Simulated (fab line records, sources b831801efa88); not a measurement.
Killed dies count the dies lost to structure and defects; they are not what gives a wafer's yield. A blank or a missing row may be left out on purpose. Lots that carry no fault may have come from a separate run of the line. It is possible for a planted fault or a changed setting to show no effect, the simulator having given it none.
2 desks looking at one fault || flow gf180mcu || every desk sees just its own numbers, and what lay behind them comes last

== DESK OF THE TOOL OWNER: pvd sputter-03 ==
The tool's own readings at GF_M3_SPUTTER_04 (material TiN, target thk 50 nm, time 41.7 s): means of the sampled wafers that have a number, for each lot that ran on this tool. A lot is out of limits, marked OUT, if its mean lies more than 4 standard deviations from the usual mean; the brackets give that distance.
Columns: A = throttle valve pct at GF_M3_SPUTTER_04, usual 30.1 %
{"lot": "L975", "first seen here": "day 21 10:14", "A": 30.5}
{"lot": "L980", "first seen here": "day 23 10:07", "A": 31.2}
{"lot": "L981", "first seen here": "day 23 14:48", "A": 31.2}
Result from this desk: across the 3 lots, nothing is out of limits.

== THE METROLOGY DESK ==
What the gauges read, lot by lot, whatever tool the lot ran on: means of the sampled wafers that have a number. A lot is out of limits, marked OUT, if its mean lies more than 4 standard deviations from the usual mean; the brackets give that distance. 7 of its 9 readings are shown, namely those furthest out on some lot.
Columns: A = V2_W_RS at GF_V2_RS_MEAS_24, usual 0.327 ohm/sq; B = V2_W_THK at GF_V2_THK_MEAS_25, usual 342 nm; C = M3_ALCU_RS at GF_M3_RS_MEAS_05, usual 0.0694 ohm/sq; D = M3_ALCU_THK at GF_M3_THK_MEAS_06, usual 448 nm; E = cd nm at GF_M3_CD_MEAS_14, usual 280.4 nm; F = V3_CVD_00_THK at GF_V3_THK_MEAS_01, usual 598 nm; G = V3_BOW at GF_V3_BOW_MEAS_05, usual 116 um
{"lot": "L975", "first seen here": "day 21 09:35", "A": 0.331, "B": 332, "C": 0.0699, "D": 441, "E": 283.0, "F": 603, "G": 118}
{"lot": "L980", "first seen here": "day 23 09:28", "A": 0.331, "B": 334, "C": 0.0689, "D": 450, "E": 279.0, "F": 596, "G": 119}
{"lot": "L981", "first seen here": "day 23 14:08", "A": 0.323, "B": 347, "C": 0.0691, "D": 455, "E": 281.2, "F": 599, "G": 100}
{"lot": "L987", "first seen here": "day 25 19:22", "A": 0.332, "B": 339, "C": 0.0687, "D": 456, "E": 279.5, "F": 587, "G": 110}
{"lot": "L990", "first seen here": "day 26 16:33", "A": 0.329, "B": 343, "C": 0.0695, "D": 445, "E": 280.6, "F": 607, "G": 116}
{"lot": "L992", "first seen here": "day 27 10:14", "A": 0.323, "B": 352, "C": 0.0694, "D": 447, "E": 281.1, "F": 594, "G": 128}
Result from this desk: across the 6 lots, nothing is out of limits.

== ALL TOGETHER ==
The tool owner's desk saw nothing out of limits.
Metrology desk: nothing out of limits seen.

== WHAT THE SIMULATOR HAD PUT IN ==
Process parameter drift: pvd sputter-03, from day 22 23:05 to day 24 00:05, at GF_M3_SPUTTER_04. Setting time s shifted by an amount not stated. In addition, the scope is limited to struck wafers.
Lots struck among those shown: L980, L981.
